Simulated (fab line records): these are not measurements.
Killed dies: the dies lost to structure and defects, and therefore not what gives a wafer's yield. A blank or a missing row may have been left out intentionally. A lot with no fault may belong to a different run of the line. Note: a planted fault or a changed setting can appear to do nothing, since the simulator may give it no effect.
Which tool did it? / flow sky130 / 34 wafers from 12 lots sampled at 7 of the route's 708 steps

== WHAT THE GAUGES SHOWED, per wafer ==
SKY_LI_CONTACT_RS_MEAS_22: measurement is done with a four-point probe.
lot=L483; measured=day 29 07:34; on=film metro-02; LI_CONTACT_W_RS (ohm/sq)=0.292 0.293 0.291
lot=L485; measured=day 30 04:17; on=film metro-01; LI_CONTACT_W_RS (ohm/sq)=0.281 0.286 0.287
lot=L486; measured=day 30 14:41; on=film metro-02; LI_CONTACT_W_RS (ohm/sq)=0.285 0.285 0.287
lot=L488; measured=day 31 07:37; on=film metro-03; LI_CONTACT_W_RS (ohm/sq)=0.283 0.286 0.285
lot=L490; measured=day 31 14:50; on=film metro-01; LI_CONTACT_W_RS (ohm/sq)=0.287 0.290 0.285
lot=L491; measured=day 32 06:37; on=film metro-01; LI_CONTACT_W_RS (ohm/sq)=0.287 0.285 0.285
lot=L492; measured=day 32 15:01; on=film metro-02; LI_CONTACT_W_RS (ohm/sq)=0.283 0.281 0.282
lot=L493; measured=day 32 23:01; on=film metro-01; LI_CONTACT_W_RS (ohm/sq)=0.286 0.283 0.286
lot=L498; measured=day 35 13:34; on=film metro-01; LI_CONTACT_W_RS (ohm/sq)=0.219 0.292
lot=L501; measured=day 35 16:20; on=film metro-02; LI_CONTACT_W_RS (ohm/sq)=0.215 0.283
lot=L500; measured=day 36 00:47; on=film metro-02; LI_CONTACT_W_RS (ohm/sq)=0.287 0.219 0.219
lot=L504; measured=day 36 10:49; on=film metro-02; LI_CONTACT_W_RS (ohm/sq)=0.283 0.283 0.284

SKY_LI_CONTACT_THK_MEAS_23: measures by xrf.
lot=L483; measured=day 29 07:41; on=film metro-02; LI_CONTACT_W_THK (nm)=374 373 374
lot=L485; measured=day 30 04:25; on=film metro-01; LI_CONTACT_W_THK (nm)=392 386 386
lot=L486; measured=day 30 14:49; on=film metro-02; LI_CONTACT_W_THK (nm)=389 387 383
lot=L488; measured=day 31 07:43; on=film metro-03; LI_CONTACT_W_THK (nm)=383 376 379
lot=L490; measured=day 31 14:56; on=film metro-01; LI_CONTACT_W_THK (nm)=381 379 383
lot=L491; measured=day 32 06:44; on=film metro-01; LI_CONTACT_W_THK (nm)=383 387 385
lot=L492; measured=day 32 15:07; on=film metro-02; LI_CONTACT_W_THK (nm)=388 392 391
lot=L493; measured=day 32 23:07; on=film metro-01; LI_CONTACT_W_THK (nm)=384 387 384
lot=L498; measured=day 35 13:39; on=film metro-01; LI_CONTACT_W_THK (nm)=489 373
lot=L501; measured=day 35 16:25; on=film metro-02; LI_CONTACT_W_THK (nm)=509 395
lot=L500; measured=day 36 00:53; on=film metro-02; LI_CONTACT_W_THK (nm)=381 493 496
lot=L504; measured=day 36 10:55; on=film metro-02; LI_CONTACT_W_THK (nm)=386 386 385

SKY_LOCAL_INTERCONNECT_OVL_MEAS_12.
lot=L483; measured=day 30 12:27; on=overlay-02; LOCAL_INTERCONNECT_OVL (nm)=-2 -3 -7
lot=L485; measured=day 31 08:27; on=overlay-01; LOCAL_INTERCONNECT_OVL (nm)=2 -9 1
lot=L486; measured=day 31 19:28; on=overlay-01; LOCAL_INTERCONNECT_OVL (nm)=3 1 -2
lot=L488; measured=day 32 11:32; on=overlay-02; LOCAL_INTERCONNECT_OVL (nm)=-2 -2 -3
lot=L490; measured=day 32 18:55; on=overlay-02; LOCAL_INTERCONNECT_OVL (nm)=0 -9 -8
lot=L491; measured=day 33 09:28; on=overlay-02; LOCAL_INTERCONNECT_OVL (nm)=5 -9 3
lot=L492; measured=day 33 18:10; on=overlay-01; LOCAL_INTERCONNECT_OVL (nm)=0 -3 0
lot=L493; measured=day 34 02:46; on=overlay-02; LOCAL_INTERCONNECT_OVL (nm)=8 0 -1
lot=L498; measured=day 36 14:22; on=overlay-01; LOCAL_INTERCONNECT_OVL (nm)=10 4
lot=L501; measured=day 36 17:50; on=overlay-02; LOCAL_INTERCONNECT_OVL (nm)=-8 -2
lot=L500; measured=day 37 02:56; on=overlay-02; LOCAL_INTERCONNECT_OVL (nm)=0 3 0
lot=L504; measured=day 37 13:47; on=overlay-01; LOCAL_INTERCONNECT_OVL (nm)=-5 -9 -7

== WHICH TOOL RAN EACH LOT (tool, then ch and the chambers of the sampled wafers, then the start) ==
lot=L483; SKY_SD_N_RTA_14=rtp anneal-01 ch 0, day 28 01:19; SKY_LI_CONTACT_SPUTTER_20=pvd sputter-02, day 29 07:23; SKY_LI_CONTACT_CVD_21=cvd w-01 ch 1, day 29 07:27; SKY_LI_CONTACT_CMP_24=cmp-02 ch 0,1,3, day 29 07:48
lot=L485; SKY_SD_N_RTA_14=rtp anneal-02 ch 0, day 28 22:28; SKY_LI_CONTACT_SPUTTER_20=pvd sputter-01, day 30 04:06; SKY_LI_CONTACT_CVD_21=cvd w-01 ch 0,1, day 30 04:10; SKY_LI_CONTACT_CMP_24=cmp-02 ch 0,2, day 30 04:29
lot=L486; SKY_SD_N_RTA_14=rtp anneal-01 ch 0, day 29 09:06; SKY_LI_CONTACT_SPUTTER_20=pvd sputter-03, day 30 14:30; SKY_LI_CONTACT_CVD_21=cvd w-01 ch 0,1, day 30 14:34; SKY_LI_CONTACT_CMP_24=cmp-02 ch 0,1,3, day 30 14:55
lot=L488; SKY_SD_N_RTA_14=rtp anneal-01 ch 0, day 30 01:31; SKY_LI_CONTACT_SPUTTER_20=pvd sputter-01, day 31 07:25; SKY_LI_CONTACT_CVD_21=cvd w-01 ch 0,1, day 31 07:28; SKY_LI_CONTACT_CMP_24=cmp-01 ch 1,2,3, day 31 07:46
lot=L490; SKY_SD_N_RTA_14=rtp anneal-02 ch 0, day 30 09:28; SKY_LI_CONTACT_SPUTTER_20=pvd sputter-02, day 31 14:37; SKY_LI_CONTACT_CVD_21=cvd w-02 ch 0,1, day 31 14:41; SKY_LI_CONTACT_CMP_24=cmp-01 ch 0,1,3, day 31 15:05
lot=L491; SKY_SD_N_RTA_14=rtp anneal-02 ch 0, day 31 00:31; SKY_LI_CONTACT_SPUTTER_20=pvd sputter-02, day 32 06:25; SKY_LI_CONTACT_CVD_21=cvd w-01 ch 0,1, day 32 06:28; SKY_LI_CONTACT_CMP_24=cmp-02 ch 0,1,2, day 32 06:47
lot=L492; SKY_SD_N_RTA_14=rtp anneal-01 ch 0, day 31 09:47; SKY_LI_CONTACT_SPUTTER_20=pvd sputter-01, day 32 14:48; SKY_LI_CONTACT_CVD_21=cvd w-01 ch 0,1, day 32 14:52; SKY_LI_CONTACT_CMP_24=cmp-01 ch 0,1, day 32 15:10
lot=L493; SKY_SD_N_RTA_14=rtp anneal-02 ch 0, day 31 17:46; SKY_LI_CONTACT_SPUTTER_20=pvd sputter-02, day 32 22:48; SKY_LI_CONTACT_CVD_21=cvd w-01 ch 0, day 32 22:52; SKY_LI_CONTACT_CMP_24=cmp-02 ch 0,1, day 32 23:10
lot=L498; SKY_SD_N_RTA_14=rtp anneal-02 ch 0, day 34 09:21; SKY_LI_CONTACT_SPUTTER_20=pvd sputter-02, day 35 13:19; SKY_LI_CONTACT_CVD_21=cvd w-01 ch 1, day 35 13:25; SKY_LI_CONTACT_CMP_24=cmp-01 ch 0,1, day 35 13:44
lot=L501; SKY_SD_N_RTA_14=rtp anneal-01 ch 0, day 34 12:31; SKY_LI_CONTACT_SPUTTER_20=pvd sputter-01, day 35 16:05; SKY_LI_CONTACT_CVD_21=cvd w-01 ch 0,1, day 35 16:12; SKY_LI_CONTACT_CMP_24=cmp-02 ch 0,1, day 35 16:38
lot=L500; SKY_SD_N_RTA_14=rtp anneal-01 ch 0, day 34 20:32; SKY_LI_CONTACT_SPUTTER_20=pvd sputter-02, day 36 00:33; SKY_LI_CONTACT_CVD_21=cvd w-01 ch 0,1, day 36 00:40; SKY_LI_CONTACT_CMP_24=cmp-01 ch 1,2, day 36 00:55
lot=L504; SKY_SD_N_RTA_14=rtp anneal-01 ch 0, day 35 07:25; SKY_LI_CONTACT_SPUTTER_20=pvd sputter-02, day 36 10:36; SKY_LI_CONTACT_CVD_21=cvd w-02 ch 0,1, day 36 10:40; SKY_LI_CONTACT_CMP_24=cmp-02 ch 1,2, day 36 11:12
- SKY_SD_N_RTA_14: time 2 s.
- SKY_LI_CONTACT_SPUTTER_20: material TiN, target thk 20 nm, time 80 s.
- SKY_LI_CONTACT_CVD_21: deposits W, target thk 400 nm, time 120.56 s.
- SKY_LI_CONTACT_CMP_24: polishes, stops on PSG, t overpolish 20 s, target thk 0 nm.

== WHAT THE TOOLS THEMSELVES READ (means of the sampled wafers that have a number; where no wafer has one, the mark that the record gives instead) ==
SKY_SD_N_RTA_14.
lot=L483; tool=rtp anneal-01; lamp power pct (%)=15.78; wafer_temp_C_max=1077.5
lot=L485; tool=rtp anneal-02; lamp power pct (%)=15.76; wafer_temp_C_max=1077.7
lot=L486; tool=rtp anneal-01; lamp power pct (%)=15.78; wafer_temp_C_max=1078.2
lot=L488; tool=rtp anneal-01; lamp power pct (%)=15.66; wafer_temp_C_max=1078.2
lot=L490; tool=rtp anneal-02; lamp power pct (%)=15.70; wafer_temp_C_max=1079.1
lot=L491; tool=rtp anneal-02; lamp power pct (%)=15.71; wafer_temp_C_max=1077.2
lot=L492; tool=rtp anneal-01; lamp power pct (%)=15.66; wafer_temp_C_max=1078.2
lot=L493; tool=rtp anneal-02; lamp power pct (%)=15.75; wafer_temp_C_max=1078.3
lot=L498; tool=rtp anneal-02; lamp power pct (%)=15.71; wafer_temp_C_max=1077.5
lot=L501; tool=rtp anneal-01; lamp power pct (%)=15.77; wafer_temp_C_max=1078.7
lot=L500; tool=rtp anneal-01; lamp power pct (%)=15.75; wafer_temp_C_max=1077.9
lot=L504; tool=rtp anneal-01; lamp power pct (%)=15.72; wafer_temp_C_max=1079.4

SKY_LI_CONTACT_SPUTTER_20.
lot=L483; tool=pvd sputter-02; throttle valve pct (%)=29.9
lot=L485; tool=pvd sputter-01; throttle valve pct (%)=29.8
lot=L486; tool=pvd sputter-03; throttle valve pct (%)=29.9
lot=L488; tool=pvd sputter-01; throttle valve pct (%)=30.0
lot=L490; tool=pvd sputter-02; throttle valve pct (%)=29.7
lot=L491; tool=pvd sputter-02; throttle valve pct (%)=30.3
lot=L492; tool=pvd sputter-01; throttle valve pct (%)=30.2
lot=L493; tool=pvd sputter-02; throttle valve pct (%)=29.8
lot=L498; tool=pvd sputter-02; throttle valve pct (%)=30.5
lot=L501; tool=pvd sputter-01; throttle valve pct (%)=30.3
lot=L500; tool=pvd sputter-02; throttle valve pct (%)=30.0
lot=L504; tool=pvd sputter-02; throttle valve pct (%)=29.7

SKY_LI_CONTACT_CVD_21.
lot=L483; tool=cvd w-01; heater power w (W)=882
lot=L485; tool=cvd w-01; heater power w (W)=891
lot=L486; tool=cvd w-01; heater power w (W)=892
lot=L488; tool=cvd w-01; heater power w (W)=908
lot=L490; tool=cvd w-02; heater power w (W)=935
lot=L491; tool=cvd w-01; heater power w (W)=895
lot=L492; tool=cvd w-01; heater power w (W)=898
lot=L493; tool=cvd w-01; heater power w (W)=901
lot=L498; tool=cvd w-01; heater power w (W)=880
lot=L501; tool=cvd w-01; heater power w (W)=881
lot=L500; tool=cvd w-01; heater power w (W)=886
lot=L504; tool=cvd w-02; heater power w (W)=949

SKY_LI_CONTACT_CMP_24.
lot=L483; tool=cmp-02; motor current A (A)=10.4; slurry flow ml min=149.8; time to endpoint s (s)=97
lot=L485; tool=cmp-02; motor current A (A)=10.1; slurry flow ml min=150.3; time to endpoint s (s)=100
lot=L486; tool=cmp-02; motor current A (A)=10.0; slurry flow ml min=150.4; time to endpoint s (s)=98
lot=L488; tool=cmp-01; motor current A (A)=11.7; slurry flow ml min=150.2; time to endpoint s (s)=101
lot=L490; tool=cmp-01; motor current A (A)=12.1; slurry flow ml min=150.7; time to endpoint s (s)=102
lot=L491; tool=cmp-02; motor current A (A)=10.3; slurry flow ml min=150.3; time to endpoint s (s)=94
lot=L492; tool=cmp-01; motor current A (A)=11.3; slurry flow ml min=149.8; time to endpoint s (s)=98
lot=L493; tool=cmp-02; motor current A (A)=9.9; slurry flow ml min=150.3; time to endpoint s (s)=100
lot=L498; tool=cmp-01; motor current A (A)=11.4; slurry flow ml min=149.8; time to endpoint s (s)=112
lot=L501; tool=cmp-02; motor current A (A)=9.8; slurry flow ml min=150.2; time to endpoint s (s)=112
lot=L500; tool=cmp-01; motor current A (A)=10.4; slurry flow ml min=150.2; time to endpoint s (s)=117
lot=L504; tool=cmp-02; motor current A (A)=10.2; slurry flow ml min=150.6; time to endpoint s (s)=86

== THE ANSWER, worked out from the rows above alone ==
Rule: the usual values come from the lots themselves. The widest of any qualifying gaps counts: lots, ordered by their means at a reading, are off when they make up no more than a third of the lots, leave a main group of 4 or more, and stand apart from it by 3 or more times the standard deviation of that group's means. A main group is skipped when, at the precision printed for the reading in the tables above, its means are all equal. A lot without any number at a reading at which 4 lots or more have one is off too. All remaining lots with rows at the step are treated as sound. Order of review: gauges by route order, followed by the tools' own readings, for which a lot's mean as printed above is used. At the first step where some lot is off, the reading lying furthest off is the one used; lots without a number count as furthest.
Off: at SKY_LI_CONTACT_RS_MEAS_22 (LI_CONTACT_W_RS), L498, L501, L500. For the main group the mean is 0.286 ohm/sq and the standard deviation 0.0027.
If a tool, at a process step before that reading, ran all the lots that are off and no sound lot after the first of them, it fits. The gauges at SKY_LI_CONTACT_RS_MEAS_22 are tried like those tools. One candidate fits, namely cvd w-01 at SKY_LI_CONTACT_CVD_21. Its last sound lot is L493 (day 32 22:52), its first lot that is off L498 (day 35 13:25): a fault that began between those two fits.

== WHAT THE SIMULATOR PUT IN ==
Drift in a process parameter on cvd w-01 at SKY_LI_CONTACT_CVD_21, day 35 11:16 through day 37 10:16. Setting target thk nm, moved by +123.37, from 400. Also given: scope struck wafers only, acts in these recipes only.
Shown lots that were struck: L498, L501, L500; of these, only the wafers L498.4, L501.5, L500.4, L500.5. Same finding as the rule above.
